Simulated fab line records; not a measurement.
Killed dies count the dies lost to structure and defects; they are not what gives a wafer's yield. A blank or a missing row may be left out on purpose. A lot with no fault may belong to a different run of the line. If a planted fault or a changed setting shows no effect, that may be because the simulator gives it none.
Comparing a struck lot with a sound one / flow sky130 / 16 steps out of a route of 708
Sound: the wafers L895.1, L895.2, L895.4. Struck: wafer L903.6 (left out: L903.1, a lot-mate that was not struck); the cause follows at the end.
Order at every step that has rows: each side's tool, ch and its chambers, its first start. Under that, the readings that differ: sound wafers / struck wafers / difference of the means / sigmas: that difference in standard deviations of wafers without a fault.
alike: readings with means less than 2 such deviations apart, plus words and numbers identical on both sides. not compared: withheld readings, readings lacking a value on some wafer, bounds such as >300 that could conceal the same value, and numbers that have no deviation in the record and whose values overlap.
Wherever a step has rows on one side only, a row that says differs or no value, or a row with sigmas, the two part there. Numbers that don't overlap but have no deviation are shown without sigmas and don't part them. A reading missing from all wafers of one side parts the sides only when that side holds two or more wafers.

first, 2 steps without rows for these wafers: SKY_VT_ADJUST_PCH_PEB_05; SKY_VT_ADJUST_PCH_DEVELOP_06 (develop time 60 s).
SKY_VT_ADJUST_PCH_OVL_MEAS_07:
  struck on overlay-01, day 14 06:17; sound on overlay-02, day 11 12:28
  alike: VT_ADJUST_PCH_OVL
following that, these wafers have no rows for 1 step: SKY_VT_ADJUST_PCH_IMPLANT_08.
SKY_VT_ADJUST_PCH_STRIP_09: strips in O2/N2.
  sound on plasma asher-01 ch 0,1, day 11 12:38; struck on plasma asher-03 ch 0, day 14 06:28
  alike: drypump motor current A, oes product au, strip time to endpoint s
  not compared: rf hours counter h
SKY_VT_ADJUST_PCH_TW_MEAS_10:
  struck on film metro-04, day 14 06:34; sound on film metro-02, day 11 12:44
  alike: VT_ADJUST_PCH_TW
then, 6 steps without rows for these wafers: SKY_SONOS_TUNNEL_DEHYDRATE_00 (time 60 s); SKY_SONOS_TUNNEL_HMDS_01 (prime time 60 s); SKY_SONOS_TUNNEL_COAT_02 (resist thk 1140 nm); SKY_SONOS_TUNNEL_SOFTBAKE_03 (time 60 s); SKY_SONOS_TUNNEL_EXPOSE_04 (exposes mask TUNM, target cd 410 nm); SKY_SONOS_TUNNEL_PEB_05.
SKY_SONOS_TUNNEL_DEVELOP_06: develop time 60 s.
  sound on litho track-04 ch 0, day 12 12:32; struck on litho track-02 ch 0, day 15 08:37
  alike: resist line temp C
SKY_SONOS_TUNNEL_CD_MEAS_07 targets a cd of 410 nm.
  struck on cd sem-02, day 15 08:46; sound on cd sem-02, day 12 12:41
reading=cd nm (nm); sound=415.9 413.3 414.7; struck=401.9; difference=-12.7; sigmas=-6
SKY_SONOS_TUNNEL_OVL_MEAS_08:
  struck on overlay-02, day 15 08:53; sound on overlay-02, day 12 12:49
  alike: SONOS_TUNNEL_OVL
-- here the record skips 33 days between the struck wafers' starts before and after, leaving off in module SONOS_TUNNEL and picking up in module PAD_OPEN (first step shown: number 708 of the route) --
SKY_PAD_OPEN_PROBE_99:
  struck on prober-01, day 48 20:38; sound on prober-02, day 46 12:33
  alike: killed_at_M0_to_M3, killed_at_M4_up, killed at contacts, killed at front end, killed at other, killed dies, killed open, killed short

WHERE THEY PART
Only at SKY_SONOS_TUNNEL_CD_MEAS_07, as far as this record shows. Later steps at which nothing parts them and some readings are alike: SKY_SONOS_TUNNEL_OVL_MEAS_08, SKY_PAD_OPEN_PROBE_99.

WHY: whatever the simulator had introduced
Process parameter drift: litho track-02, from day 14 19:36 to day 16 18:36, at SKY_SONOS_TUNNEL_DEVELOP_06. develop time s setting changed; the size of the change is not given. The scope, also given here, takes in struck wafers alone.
